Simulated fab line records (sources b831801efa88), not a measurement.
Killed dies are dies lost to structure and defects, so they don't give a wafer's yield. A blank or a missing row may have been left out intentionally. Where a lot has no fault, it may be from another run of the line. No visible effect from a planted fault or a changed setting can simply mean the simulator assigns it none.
Which of the tools did it?	flow gf180mcu	Sampling: 11 lots, 33 wafers, 5 of 602 route steps

== WHAT THE GAUGES SHOWED, per wafer ==
GF_CONTACT_THK_MEAS_26: measures by xrf. Usual: CONTACT_W_THK 307 nm, standard deviation 5.7.
lot	measured	on	CONTACT_W_THK (nm)	flag
L193	day 16 06:28	filmMetro-04	319 314 312	
L194	day 16 17:29	filmMetro-04	311 306 308	
L196	day 17 10:11	filmMetro-04	312 308 311	
L204	day 20 20:40	filmMetro-03	300 299 301	
L205	day 21 02:08	filmMetro-03	297 307 306	
L208	day 22 01:23	filmMetro-03	301 311 302	
L207	day 22 05:52	filmMetro-03	307 300 306	
L210	day 22 13:53	filmMetro-03	302 297 298	
L211	day 22 23:55	filmMetro-04	316 311 319	
L213	day 24 00:58	filmMetro-01	311 302 311	
L215	day 24 11:10	filmMetro-03	309 299 305	

GF_V1_THK_MEAS_03. Usual: V1_CVD_02_THK 852 nm, standard deviation 11.
lot	measured	on	V1_CVD_02_THK (nm)	flag
L193	day 17 06:22	filmMetro-01	845 839 851	
L194	day 17 16:37	filmMetro-01	826 844 834	
L196	day 18 11:13	filmMetro-01	850 854 857	
L204	day 21 21:41	filmMetro-01	763 775 797 762 775 796	OFF
L205	day 22 03:39	filmMetro-01	800 791 801 799 791 801	OFF
L208	day 23 02:08	filmMetro-03	855 859 864	
L207	day 23 06:21	filmMetro-02	847 849 865	
L210	day 23 13:47	filmMetro-02	846 865 863	
L211	day 23 23:43	filmMetro-03	852 865 852	
L213	day 25 00:08	filmMetro-03	826 858 853	
L215	day 25 09:59	filmMetro-02	834 857 852	

== WHAT TOOL EACH LOT RAN ON (gives the tool, then ch and the chambers of the sampled wafers, and finally the start) ==
lot	GF_M1_SPUTTER_00	GF_M1_METAL_ETCH_16	GF_V1_CVD_02
L193	pvdSputter-03, day 16 06:50	rieMetal-04 ch 0,1, day 17 05:30	pecvd-04 ch 0,1,2, day 17 06:17
L194	pvdSputter-02, day 16 17:50	rieMetal-04 ch 0,1, day 17 15:44	pecvd-02 ch 0,1, day 17 16:32
L196	pvdSputter-01, day 17 10:32	rieMetal-01 ch 0,1, day 18 10:21	pecvd-04 ch 0,1, day 18 11:07
L204	pvdSputter-01, day 20 21:01	rieMetal-04 ch 1, day 21 20:44	pecvd-02 ch 0,1,2, day 21 21:37
L205	pvdSputter-02, day 21 02:29	rieMetal-01 ch 1, day 22 02:41	pecvd-02 ch 1,2, day 22 03:34
L208	pvdSputter-02, day 22 01:43	rieMetal-03 ch 0,1, day 23 01:17	pecvd-04 ch 1,2, day 23 02:02
L207	pvdSputter-01, day 22 06:13	rieMetal-01 ch 0, day 23 05:30	pecvd-04 ch 0,1, day 23 06:17
L210	pvdSputter-02, day 22 14:14	rieMetal-03 ch 0,1, day 23 12:56	pecvd-04 ch 1,2, day 23 13:41
L211	pvdSputter-03, day 23 00:16	rieMetal-04 ch 0,1, day 23 22:52	pecvd-03 ch 0,1,2, day 23 23:37
L213	pvdSputter-03, day 24 01:19	rieMetal-04 ch 0,1, day 24 23:10	pecvd-04 ch 1,2, day 25 00:03
L215	pvdSputter-02, day 24 11:42	rieMetal-03 ch 0,1, day 25 09:05	pecvd-03 ch 0,1,2, day 25 09:54
- GF_M1_SPUTTER_00: material Ti, target thk 37.5 nm, time 150 s.
- GF_M1_METAL_ETCH_16: etches the open film in Cl2/BCl3, stops on SiO2, target depth 627.5 nm, time 104.6 s.
- GF_V1_CVD_02: deposits SiO2 from TEOS, target thk 850 nm, time 94.851 s.

== AS READ BY THE TOOLS THEMSELVES (means over the sampled wafers that have a number; for cases with no such wafer, the mark the record gives instead) ==
GF_M1_SPUTTER_00. Usual: chamberPressurePa 1.903 Pa, standard deviation 0.0036; throttleValvePct 30.1 %, standard deviation 1.3.
lot	tool	chamberPressurePa (Pa)	throttleValvePct (%)	flag
L193	pvdSputter-03	1.901	29.0	
L194	pvdSputter-02	1.906	30.3	
L196	pvdSputter-01	1.904	29.1	
L204	pvdSputter-01	1.900	29.6	
L205	pvdSputter-02	1.907	29.9	
L208	pvdSputter-02	1.904	29.8	
L207	pvdSputter-01	1.905	29.9	
L210	pvdSputter-02	1.903	30.6	
L211	pvdSputter-03	1.904	30.3	
L213	pvdSputter-03	1.904	30.3	
L215	pvdSputter-02	1.903	30.6	

GF_M1_METAL_ETCH_16. Usual: drypumpMotorCurrentA 5.7 A, standard deviation 0.31; oesProductAu 0.973 a.u., standard deviation 0.007; throttleValvePct 28.249 %, standard deviation 0.01.
lot	tool	drypumpMotorCurrentA (A)	oesProductAu (a.u.)	throttleValvePct (%)	flag
L193	rieMetal-04	5.6	0.973	28.261	
L194	rieMetal-04	5.6	0.973	28.244	
L196	rieMetal-01	5.8	0.967	28.250	
L204	rieMetal-04	5.3	0.968	28.254	
L205	rieMetal-01	5.9	0.970	28.258	
L208	rieMetal-03	6.0	0.975	28.251	
L207	rieMetal-01	5.8	0.968	28.256	
L210	rieMetal-03	6.1	0.984	28.240	
L211	rieMetal-04	5.4	0.979	28.251	
L213	rieMetal-04	5.5	0.972	28.249	
L215	rieMetal-03	6.0	0.980	28.245	

GF_V1_CVD_02. Usual: heaterPowerW 672 W, standard deviation 100; runLengthS 122.6 s, standard deviation 0.69.
lot	tool	heaterPowerW (W)	runLengthS (s)	flag
L193	pecvd-04	618	122.7	
L194	pecvd-02	643	122.8	
L196	pecvd-04	681	123.1	
L204	pecvd-02	737	114.9	OFF
L205	pecvd-02	733	114.0	OFF
L208	pecvd-04	614	122.1	
L207	pecvd-04	631	122.6	
L210	pecvd-04	554	122.1	
L211	pecvd-03	726	122.3	
L213	pecvd-04	623	122.2	
L215	pecvd-03	728	122.5	

== THE ANSWER, worked out from the rows above alone ==
Rule: lot off if the mean of its wafers having a number is beyond 3 standard deviations from the usual mean. Also off: a lot with no number at a reading for which 4 or more lots have one. All remaining lots with rows at the step are treated as sound. First the gauges in route order, then the tools' own readings, where a lot's mean is used as printed above. At the first step where some lot is off, the reading lying furthest off is the one used; lots without a number count as furthest.
Off: at GF_V1_THK_MEAS_03 (V1_CVD_02_THK), L204, L205.
If a tool, at a process step before that reading, ran all the lots that are off and no sound lot after the first of them, it fits. The gauges at GF_V1_THK_MEAS_03 aren't tried: what is off there is off at GF_V1_CVD_02 too, on other tools, and a gauge's error can't cause that. One candidate fits, namely pecvd-02 at GF_V1_CVD_02. A fault onset in the window from L194 (day 17 16:32, its last sound lot) to L204 (day 21 21:37, its first lot off) fits.
The tool's own readings at GF_V1_CVD_02 bear it out: on the lots that are off they differ by more than 5 times the standard deviation of the sound lots' means. runLengthS reads 114.5 s there against 122.5 s on the sound lots.

== WHAT THE SIMULATOR HAD INSERTED ==
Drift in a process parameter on pecvd-02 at GF_V1_CVD_02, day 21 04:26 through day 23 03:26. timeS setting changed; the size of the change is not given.
Struck lots among those shown: L204, L205. The rule given above showed the same thing.
